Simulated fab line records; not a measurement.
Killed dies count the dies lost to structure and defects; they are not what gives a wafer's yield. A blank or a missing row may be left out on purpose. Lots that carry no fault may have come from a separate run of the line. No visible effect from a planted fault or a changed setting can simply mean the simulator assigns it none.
fab line records	flow gf180mcu
record: lots: 12	wafers: 36	lastDay: 34
route steps=602 shown NSD@244 SALICIDE@280 CONTACT@301
lots with no fault: from the same line, run without faults
startH: start of the lot's first displayed wafer, in hours after the record's first day	waitH: hours from the lot's prior step to this one	" unchanged from the row above	L1.1+2: a single row standing in for several wafers	- no value present, or no start provided	* or withheld: withheld	< > ~ a bound
route shown NAME@n: NAME is a module with steps in the file, n the number in the route of the first one	usual: the fault-free wafers' mean and standard deviation	same: alike in all rows	chamber/n: place in a boat	sites: per-site readings	_std_site: standard deviation across them	_edge_site: outer sites' mean less inner sites'	radiusMm: how far each site lies from the wafer's centre	mask NAME#n: copy n	behind: tool/chamber where the wafer was last shaped	hold: cause of the lot's hold/its duration in hours/its outcome	device: names the non-switching transistor (n, p or np)	end of line: the tests these same wafers got at the end of their route	a step with no rows: only its recipe	killed: count of dies lost to structure and defects at first sort (not the wafer's yield)	map: dies across one wafer; x = killed, . = not, _ = none there
set.NAME: the setting the step ran with; set.NAME@STEP: the setting that earlier step ran with	model.NAME: the simulator's own value behind a step, which no gauge read
steps of the route over a sample of lots; a table a step, a row a wafer
services: the hour from which a tool's chamber was out of use, counted from the record's first day as startH (under 0 if before that day), plus the number of hours and why
== steps ==
step: GF_NSD_IMPLANT_09
recipe: species: As	energyKev: 60	doseCm2: 4e+15	tiltDeg: 7
usual: beamOnS: 17.3/1.2	doseIonsCm2: 4.001e+15/4.5e+12
lot.wafer	tool	chamber	startH	waitH	beamOnS	doseIonsCm2
L361.3	implanter-04	0	298.00	0.1	16.0	4.009e+15
L361.4	"	0	"	"	15.6	3.996e+15
L361.6	"	0	"	"	16.1	4.003e+15
L364.3	implanter-01	0	314.05	0.1	18.0	4.001e+15
L364.4	"	0	"	"	17.8	3.999e+15
L364.6	"	0	"	"	17.9	4.006e+15
L367.2	implanter-02	0	346.68	0.0	18.2	4.007e+15
L367.4	"	0	"	"	17.9	4.007e+15
L367.5	"	0	"	"	18.9	4.005e+15
L369.1	implanter-01	0	361.35	0.0	12.8	2.862e+15
L369.2	"	0	"	"	12.9	2.859e+15
L369.6	"	0	"	"	12.9	2.865e+15
L372.1	implanter-01	0	394.20	0.0	12.7	2.863e+15
L372.2	"	0	"	"	12.6	2.862e+15
L372.4	"	0	"	"	12.7	2.866e+15
L374.1	implanter-02	0	404.37	0.0	17.9	4.002e+15
L374.3	"	0	"	"	18.2	4.008e+15
L374.5	"	0	"	"	18.7	4.005e+15
L378.1	implanter-02	0	450.65	0.0	19.0	4e+15
L378.2	"	0	"	"	19.2	4.002e+15
L378.5	"	0	"	"	18.6	3.989e+15
L379.1	implanter-04	0	450.70	0.0	15.1	4.004e+15
L379.3	"	0	"	"	15.4	4.005e+15
L379.5	"	0	"	"	15.3	4.001e+15
L380.2	implanter-01	0	453.48	0.0	18.4	4.002e+15
L380.3	"	0	"	"	17.6	4.004e+15
L380.5	"	0	"	"	17.4	3.999e+15
L382.1	implanter-04	0	472.55	0.0	15.7	4.001e+15
L382.3	"	0	"	"	15.7	4.004e+15
L382.5	"	0	"	"	15.6	4e+15
L383.2	implanter-01	0	483.90	0.0	17.7	4e+15
L383.3	"	0	"	"	18.3	3.999e+15
L383.5	"	0	"	"	18.1	4.002e+15
L384.1	implanter-04	0	487.70	0.0	15.9	4.005e+15
L384.5	"	0	"	"	15.5	3.998e+15
L384.6	"	0	"	"	16.0	4e+15
step: GF_NSD_STRIP_11
recipe: chemistry: O2/N2	powerW: 1400	pressureMtorr: 1500	platenTempC: 250	o2FlowSccm: 3000	n2FlowSccm: 300	overashFraction: 0.5
usual: drypumpMotorCurrentA: 5.90/0.27	heaterPowerW: 358/31	o2FlowSccm: 3000/9.5	oesProductAu: 0.488/0.0044	stripTimeToEndpointS: 22.97/0.046
lot.wafer	tool	chamber	startH	waitH	drypumpMotorCurrentA	heaterPowerW	o2FlowSccm	oesProductAu	rfHoursCounterH	stripTimeToEndpointS
L361.3	plasmaAsher-02	0	298.29	0.1	6.13	301	3004	0.488	-	22.97
L361.4	"	1	"	"	5.63	377	3005	0.487	-	22.98
L361.6	"	1	"	"	5.63	387	3000	0.489	-	22.99
L364.3	plasmaAsher-01	0	314.34	0.1	6.00	372	2991	0.487	-	23.01
L364.4	"	1	"	"	6.28	360	3003	0.484	-	23.02
L364.6	"	1	"	"	6.31	354	2983	0.484	-	23.03
L367.2	plasmaAsher-04	1	346.96	0.1	5.58	363	3005	0.487	24	22.96
L367.4	"	0	"	"	6.14	386	2989	0.480	-	23.02
L367.5	"	0	"	"	6.14	380	2999	0.494	-	23.01
L369.1	plasmaAsher-02	0	361.65	0.1	6.15	301	2993	0.502	76	21.65
L369.2	"	1	"	"	5.66	383	2999	0.509	76	21.60
L369.6	"	0	"	"	6.14	303	2981	0.508	-	21.64
L372.1	plasmaAsher-02	1	394.50	0.1	5.65	368	3026	0.504	79	21.70
L372.2	"	0	"	"	6.15	300	3009	0.500	79	21.69
L372.4	"	1	"	"	5.65	374	3016	0.501	-	21.71
L374.1	plasmaAsher-04	0	404.67	0.1	6.12	385	2991	0.490	31	22.98
L374.3	"	0	"	"	6.10	393	2984	0.483	-	22.98
L374.5	"	1	"	"	5.59	363	2995	0.486	-	22.94
L378.1	plasmaAsher-04	1	450.95	0.1	5.58	359	3001	0.494	36	22.95
L378.2	"	0	"	"	6.15	398	3006	0.487	36	22.93
L378.5	"	0	"	"	6.10	392	3007	0.493	-	22.96
L379.1	plasmaAsher-02	1	451.00	0.1	5.64	372	3003	0.481	86	22.97
L379.3	"	0	"	"	6.15	298	3005	0.482	-	22.95
L379.5	"	1	"	"	5.63	381	3001	0.478	-	22.96
L380.2	plasmaAsher-02	1	453.75	0.1	5.61	362	3003	0.483	86	22.95
L380.3	"	0	"	"	6.13	304	3010	0.489	-	22.96
L380.5	"	0	"	"	6.13	304	2999	0.492	-	22.93
L382.1	plasmaAsher-04	1	472.85	0.1	5.60	355	2995	0.484	39	22.94
L382.3	"	0	"	"	6.13	380	2993	0.482	-	22.95
L382.5	"	1	"	"	5.59	355	2994	0.495	-	22.98
L383.2	plasmaAsher-04	0	484.17	0.1	6.13	390	2999	0.493	41	22.98
L383.3	"	1	"	"	5.58	364	3012	0.492	-	22.95
L383.5	"	0	"	"	6.12	394	2989	0.485	-	22.95
L384.1	plasmaAsher-02	1	488.00	0.1	5.61	369	3001	0.489	90	22.99
L384.5	"	1	"	"	5.61	370	2999	0.495	-	22.95
L384.6	"	0	"	"	6.13	303	2990	0.491	-	22.93
step: GF_PSD_RS_MEAS_14
recipe: thkMeasGauge: four-point-probe
usual: NSD_RS: 46.20/0.11
lot.wafer	tool	chamber	startH	waitH	NSD_RS[ohm/sq]
L361.3	filmMetro-03	-	318.49	0.1	46.19
L361.4	"	-	"	"	46.24
L361.6	"	-	"	"	46.25
L364.3	filmMetro-04	-	336.16	0.1	46.23
L364.4	"	-	"	"	46.02
L364.6	"	-	"	"	46.16
L367.2	filmMetro-03	-	369.34	0.1	46.28
L367.4	"	-	"	"	46.28
L367.5	"	-	"	"	46.19
L369.1	filmMetro-03	-	384.25	0.1	48.50
L369.2	"	-	"	"	48.56
L369.6	"	-	"	"	48.56
L372.1	filmMetro-03	-	418.82	0.1	48.54
L372.2	"	-	"	"	48.65
L372.4	"	-	"	"	48.61
L374.1	filmMetro-04	-	428.72	0.1	46.27
L374.3	"	-	"	"	46.34
L374.5	"	-	"	"	46.19
L378.1	filmMetro-01	-	475.50	0.1	46.08
L378.2	"	-	"	"	46.08
L378.5	"	-	"	"	46.02
L379.1	filmMetro-03	-	475.80	0.1	46.23
L379.3	"	-	"	"	46.18
L379.5	"	-	"	"	46.07
L380.2	filmMetro-04	-	478.69	0.1	46.25
L380.3	"	-	"	"	46.23
L380.5	"	-	"	"	46.22
L382.1	filmMetro-03	-	497.15	0.1	46.32
L382.3	"	-	"	"	46.29
L382.5	"	-	"	"	46.40
L383.2	filmMetro-01	-	509.07	0.1	46.06
L383.3	"	-	"	"	46.01
L383.5	"	-	"	"	46.01
L384.1	filmMetro-04	-	511.82	0.1	46.16
L384.5	"	-	"	"	46.09
L384.6	"	-	"	"	46.06
step: GF_SALICIDE_SPUTTER_02
recipe: material: Co	targetThkNm: 10	powerW: 1000	timeS: 20	chamberPressurePa: 0.4
usual: throttleValvePct: 30.3/0.85
lot.wafer	tool	chamber	startH	waitH	throttleValvePct
L361.3	pvdSputter-01	-	339.51	0.0	30.3
L361.4	"	-	"	"	29.9
L361.6	"	-	"	"	30.2
L364.3	pvdSputter-01	-	358.86	0.0	31.1
L364.4	"	-	"	"	30.3
L364.6	"	-	"	"	31.2
L367.2	pvdSputter-01	-	392.59	0.0	31.2
L367.4	"	-	"	"	29.9
L367.5	"	-	"	"	29.8
L369.1	pvdSputter-04	-	408.46	0.0	29.5
L369.2	"	-	"	"	31.8
L369.6	"	-	"	"	32.0
L372.1	pvdSputter-01	-	443.56	0.0	30.3
L372.2	"	-	"	"	30.1
L372.4	"	-	"	"	31.2
L374.1	pvdSputter-01	-	454.06	0.0	30.5
L374.3	"	-	"	"	31.0
L374.5	"	-	"	"	30.7
L378.1	pvdSputter-03	-	499.94	0.0	29.0
L378.2	"	-	"	"	31.8
L378.5	"	-	"	"	30.4
L379.1	pvdSputter-04	-	500.31	0.0	31.5
L379.3	"	-	"	"	30.1
L379.5	"	-	"	"	31.8
L380.2	pvdSputter-03	-	502.86	0.0	31.5
L380.3	"	-	"	"	29.2
L380.5	"	-	"	"	29.2
L382.1	pvdSputter-01	-	520.97	0.0	30.3
L382.3	"	-	"	"	30.1
L382.5	"	-	"	"	31.4
L383.2	pvdSputter-04	-	532.08	0.0	29.4
L383.3	"	-	"	"	31.6
L383.5	"	-	"	"	31.6
L384.1	pvdSputter-03	-	535.48	0.0	29.0
L384.5	"	-	"	"	29.3
L384.6	"	-	"	"	30.3
step: GF_CONTACT_CD_MEAS_14
recipe: targetCdNm: 220
usual: cdNm: 219.5/1.4
lot.wafer	tool	chamber	startH	waitH	cdNm
L361.3	cdSem-02	-	362.16	0.1	220.8
L361.4	"	-	"	"	220.5
L361.6	"	-	"	"	219.1
L364.3	cdSem-02	-	381.39	0.1	216.7
L364.4	"	-	"	"	215.4
L364.6	"	-	"	"	215.7
L367.2	cdSem-01	-	416.04	0.1	220.2
L367.4	"	-	"	"	219.3
L367.5	"	-	"	"	219.5
L369.1	cdSem-01	-	433.82	0.1	217.6
L369.2	"	-	"	"	218.8
L369.6	"	-	"	"	217.9
L372.1	cdSem-02	-	469.22	0.1	219.7
L372.2	"	-	"	"	220.1
L372.4	"	-	"	"	220.9
L374.1	cdSem-02	-	479.42	0.1	220.9
L374.3	"	-	"	"	220.0
L374.5	"	-	"	"	221.1
L378.1	cdSem-01	-	524.45	0.1	220.4
L378.2	"	-	"	"	221.0
L378.5	"	-	"	"	221.1
L379.1	cdSem-02	-	524.97	0.1	219.4
L379.3	"	-	"	"	219.8
L379.5	"	-	"	"	220.4
L380.2	cdSem-01	-	526.98	0.1	219.0
L380.3	"	-	"	"	218.8
L380.5	"	-	"	"	220.4
L382.1	cdSem-01	-	544.77	0.1	218.2
L382.3	"	-	"	"	219.1
L382.5	"	-	"	"	217.3
L383.2	cdSem-01	-	555.39	0.1	219.2
L383.3	"	-	"	"	219.9
L383.5	"	-	"	"	218.4
L384.1	cdSem-02	-	559.22	0.1	220.3
L384.5	"	-	"	"	221.4
L384.6	"	-	"	"	220.6
step: GF_CONTACT_OVL_MEAS_15
usual: CONTACT_OVL: 1/4.7
lot.wafer	tool	chamber	startH	waitH	CONTACT_OVL[nm]
L361.3	overlay-02	-	362.25	0.1	-1
L361.4	"	-	"	"	0
L361.6	"	-	"	"	-3
L364.3	overlay-02	-	381.48	0.1	2
L364.4	"	-	"	"	0
L364.6	"	-	"	"	0
L367.2	overlay-02	-	416.14	0.1	5
L367.4	"	-	"	"	2
L367.5	"	-	"	"	0
L369.1	overlay-02	-	433.94	0.1	4
L369.2	"	-	"	"	5
L369.6	"	-	"	"	5
L372.1	overlay-02	-	469.34	0.1	7
L372.2	"	-	"	"	2
L372.4	"	-	"	"	3
L374.1	overlay-01	-	479.54	0.1	-2
L374.3	"	-	"	"	-7
L374.5	"	-	"	"	-2
L378.1	overlay-02	-	524.57	0.1	-5
L378.2	"	-	"	"	4
L378.5	"	-	"	"	2
L379.1	overlay-02	-	525.09	0.1	6
L379.3	"	-	"	"	4
L379.5	"	-	"	"	6
L380.2	overlay-02	-	527.09	0.1	-7
L380.3	"	-	"	"	-7
L380.5	"	-	"	"	0
L382.1	overlay-01	-	544.89	0.1	1
L382.3	"	-	"	"	2
L382.5	"	-	"	"	4
L383.2	overlay-02	-	555.49	0.1	3
L383.3	"	-	"	"	5
L383.5	"	-	"	"	1
L384.1	overlay-01	-	559.34	0.1	5
L384.5	"	-	"	"	9
L384.6	"	-	"	"	10
== services ==
tool	chamber	startH	hours	kind
pvdSputter-03	-	279.90	6.9	repair
plasmaAsher-02	-	283.25	3.1	repair
implanter-04	-	287.29	2.2	repair
pvdSputter-03	-	293.39	3.2	repair
implanter-04	-	299.69	4.0	pm
implanter-01	-	338.29	4.0	repair
implanter-01	-	362.51	3.2	pm
pvdSputter-04	-	386.68	2.0	repair
implanter-04	-	400.48	3.1	pm
plasmaAsher-02	-	403.15	2.8	pm
implanter-02	-	405.89	5.8	repair
plasmaAsher-01	-	421.25	9.0	pm
implanter-01	-	422.93	1.7	repair
pvdSputter-04	-	426.70	10.7	repair
implanter-02	-	430.30	7.6	repair
plasmaAsher-01	-	439.51	8.3	repair
implanter-01	-	440.37	13.0	pm
plasmaAsher-01	-	447.80	14.6	pm
pvdSputter-04	-	448.01	8.4	repair
implanter-04	-	452.47	3.7	repair
pvdSputter-01	-	455.62	0.8	repair
pvdSputter-01	-	469.35	1.5	repair
implanter-02	-	473.56	75.9	pm
implanter-01	-	474.91	2.6	repair
== key ==
firstSign: step: GF_NSD_IMPLANT_09	reading: doseIonsCm2	direction: down	sigmas: 99+	usual: 4.001e+15	struck: 2.863e+15
effect: step: GF_NSD_IMPLANT_09	reading: beamOnS	direction: down	sigmas: 3.7	usual: 17.3	struck: 12.8
effect: step: GF_NSD_STRIP_11	reading: stripTimeToEndpointS	direction: down	sigmas: 29	usual: *	struck: *
effect: step: GF_PSD_RS_MEAS_14	reading: NSD_RS	direction: up	sigmas: 21	usual: 46.20	struck: 48.57
metAt GF_NSD_IMPLANT_09
struckLots L369,L372
testerLeftOut L369,L372
notActingAt GF_SALICIDE_SPUTTER_02,GF_CONTACT_CD_MEAS_14,GF_CONTACT_OVL_MEAS_15
onsetBetween 314.05 361.35
fault: kind: processParameterDrift	tool: implanter-01	chamber: -	onsetH: 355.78	steps: GF_NSD_IMPLANT_09	channel: doseCm2	offset: -1.1402e+15	shape: step	endH: 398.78	actsIn: theseRecipesOnly	stated: 4e+15
testerLeftOut: of these lots the tester's yield and bins aren't shown, on N5 and GAA mostly nor the transistor test; their killed dies are dies lost to structure and defects alone, not to doping, threshold or leakage, so they don't give the yield
